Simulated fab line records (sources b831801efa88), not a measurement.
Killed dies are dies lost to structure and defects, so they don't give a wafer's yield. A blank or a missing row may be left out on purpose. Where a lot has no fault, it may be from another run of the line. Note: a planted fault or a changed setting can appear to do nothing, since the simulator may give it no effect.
Matching of chambers + flow gf180mcu + 4 sister chambers for GF_CONTACT_CMP_27 on cmp-02
The step polishes, stops on SiO2, t overpolish 15 s, target thk 0 nm. 4 wafers are shown with their chamber, then 8 later ones without.

EACH WAFER AND ITS CHAMBER
| wafer  | chamber | motorCurrentA (A) |
|--------|---------|-------------------|
| L641.4 | 2       | 10.5              |
| L646.2 | 3       | 12.7              |
| L646.5 | 0       | 10.7              |
| L653.2 | 1       | 10.1              |

WAFERS WHOSE CHAMBER IS MISSING
| wafer  | motorCurrentA (A) |
|--------|-------------------|
| L653.3 | 13.0              |
| L653.5 | 11.0              |
| L654.1 | 12.3              |
| L654.3 | 11.1              |
| L654.5 | 11.2              |
| L657.1 | 11.3              |
| L657.4 | 13.7              |
| L657.6 | 12.9              |

THE CHAMBER EACH PASSED THROUGH
| wafer  | from the rows above               | in truth |
|--------|-----------------------------------|----------|
| L653.3 | 3                                 | 3        |
| L653.5 | can't be placed: 0 or 2 or 1      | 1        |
| L654.1 | 3                                 | 3        |
| L654.3 | can't be placed: 0 or 2 or 1      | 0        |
| L654.5 | can't be placed: 0 or 2 or 1 or 3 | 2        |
| L657.1 | can't be placed: 0 or 2 or 1 or 3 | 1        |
| L657.4 | 3                                 | 3        |
| L657.6 | 3                                 | 3        |
4 of 8 placed correctly. These rows do not allow placing 4 (true chamber among the candidates in 4). Wrongly placed: 0.
How it was worked out, from the rows above alone: a wafer's distance from a chamber is the root of the sum, over the readings, of the square of ((its reading less the chamber's mean) divided by the reading's scatter). If the next closest chamber is less than 2 further off than the closest, the wafer can't be placed; otherwise it belongs to the closest. For every chamber, the mean is computed from those of its wafers that are shown. The scatter: root of mean squared gap, hidden wafer to nearest shown wafer, with one shown wafer a chamber.
